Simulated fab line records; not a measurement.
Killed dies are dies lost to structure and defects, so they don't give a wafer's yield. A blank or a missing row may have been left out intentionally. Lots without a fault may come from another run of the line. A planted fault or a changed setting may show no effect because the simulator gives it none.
Split-lot study | flow sfqLine | 23 wafers read across 5 lots, on a route 325 steps long

## THE SPLIT
At SFQ_TRILAYER_C5_LITHO_EXPOSE_152 (exposes mask C5, target cd 500 nm), the setting doseMj was moved away from the recipe's 21.3 on 11 of the 23 wafers read, by -3.1% to +6.9%. The other wafers ran this setting at the recipe's value.

## FROM THE SPLIT TO THE READING: what the file shows between them, 2 steps
- SFQ_TRILAYER_C5_LITHO_PEB_154: peb time 60 s
- SFQ_TRILAYER_C5_LITHO_DEVELOP_153: time 60 s

## THE READING
C5.cdNm (the simulator's own value, which no gauge read), in nm, at SFQ_TRILAYER_C5_BARC_OPEN_VIA_ETCH_210 (etches BARC in O2, target depth 125 nm, time 40.6 s). The file gives no usual value for it. The 12 wafers here that ran the recipe average 499.9 nm, standard deviation 1.4 nm.

wafer  | tool, chamber at the split | doseMj as run | against the recipe | C5.cdNm, nm | against lot-mates on the recipe
L074.4 | krfScanner-01, 0           | 21.3          | recipe             | 501.7       | -
L074.5 | krfScanner-01, 0           | 21.3          | recipe             | 499.9       | -
L074.6 | krfScanner-01, 0           | 21.3          | recipe             | 500.4       | -
L076.1 | krfScanner-01, 0           | 20.64         | -3.1%              | 495.6       | -5.2
L076.2 | krfScanner-01, 0           | 21.3          | recipe             | 501         | -
L076.3 | krfScanner-01, 0           | 21.3          | recipe             | 500.7       | -
L076.4 | krfScanner-01, 0           | 20.64         | -3.1%              | 496         | -4.9
L076.6 | krfScanner-01, 0           | 20.64         | -3.1%              | 496         | -4.9
L080.1 | krfScanner-01, 0           | 21.3          | recipe             | 497.4       | -
L080.2 | krfScanner-01, 0           | 20.68         | -2.9%              | 493.8       | -4.4
L080.4 | krfScanner-01, 0           | 21.3          | recipe             | 499         | -
L080.5 | krfScanner-01, 0           | 20.68         | -2.9%              | 493.5       | -4.7
L080.6 | krfScanner-01, 0           | 20.68         | -2.9%              | 494.6       | -3.6
L084.2 | krfScanner-02, 0           | 22.76         | +6.9%              | 510.8       | +10.0
L084.3 | krfScanner-02, 0           | 21.3          | recipe             | 502.3       | -
L084.4 | krfScanner-02, 0           | 21.3          | recipe             | 500.5       | -
L084.5 | krfScanner-02, 0           | 22.76         | +6.9%              | 511.5       | +10.7
L084.6 | krfScanner-02, 0           | 21.3          | recipe             | 499.7       | -
L085.1 | krfScanner-02, 0           | 21.3          | recipe             | 498.6       | -
L085.2 | krfScanner-02, 0           | 21.3          | recipe             | 497.9       | -
L085.3 | krfScanner-02, 0           | 21.82         | +2.4%              | 502.3       | +4.1
L085.5 | krfScanner-02, 0           | 21.82         | +2.4%              | 501.5       | +3.2
L085.6 | krfScanner-02, 0           | 21.82         | +2.4%              | 502.9       | +4.6

FIT RESULTS
A straight line over all 23 wafers: C5.cdNm changes by +1.57 nm for each +1% of doseMj; r = +0.95; the points scatter about the line by 1.4 nm.
The same after taking each lot's own level away (the mean of its wafers on the recipe; 23 wafers): +1.53 nm for each +1%; r = +0.99; scatter 0.67 nm.
On that fit, the largest move of doseMj shifts the reading by 10 nm.
From 498.20 to 500.85 nm: that is the span of the lots' own levels, equal to 1.9 times the standard deviation above.
Hence the lot-to-lot level has little effect on the slope; both slopes agree.
Check: with one of the wafers moved furthest among these (+6.9%) left out of the fit, the line predicts +10.7 nm for it against its lot-mates. Against them it came out at +9.97 nm.

## FURTHER SPLITS ON THESE WAFERS
Before the reading, these wafers also passed through other splits. Each is held against what the fit with the lots' levels taken away leaves over:
other split on the same wafers                 | wafers away from the commonest value | r with C5.cdNm (lot level and that fit taken away)
SFQ_TRILAYER_JJ_TRILAYER_DEP_SPUTTER_112 timeS | 8                                    | -0.07
SFQ_TRILAYER_M5_LITHO_COAT_123 spinRpm         | 11                                   | -0.05
SFQ_TRILAYER_M5_ETCH_METAL_ETCH_126 timeS      | 2                                    | +0.07
SFQ_TRILAYER_R5_DEP_SPUTTER_132 powerW         | 12                                   | +0.16
SFQ_TRILAYER_R5_LITHO_COAT_141 spinRpm         | 5                                    | -0.27
SFQ_TRILAYER_I5_LITHO_COAT_149 spinRpm         | 12                                   | -0.10

## FILE'S OWN FIT
C5.cdNm changes by +1.52 nm for each +1% of doseMj, r = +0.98.
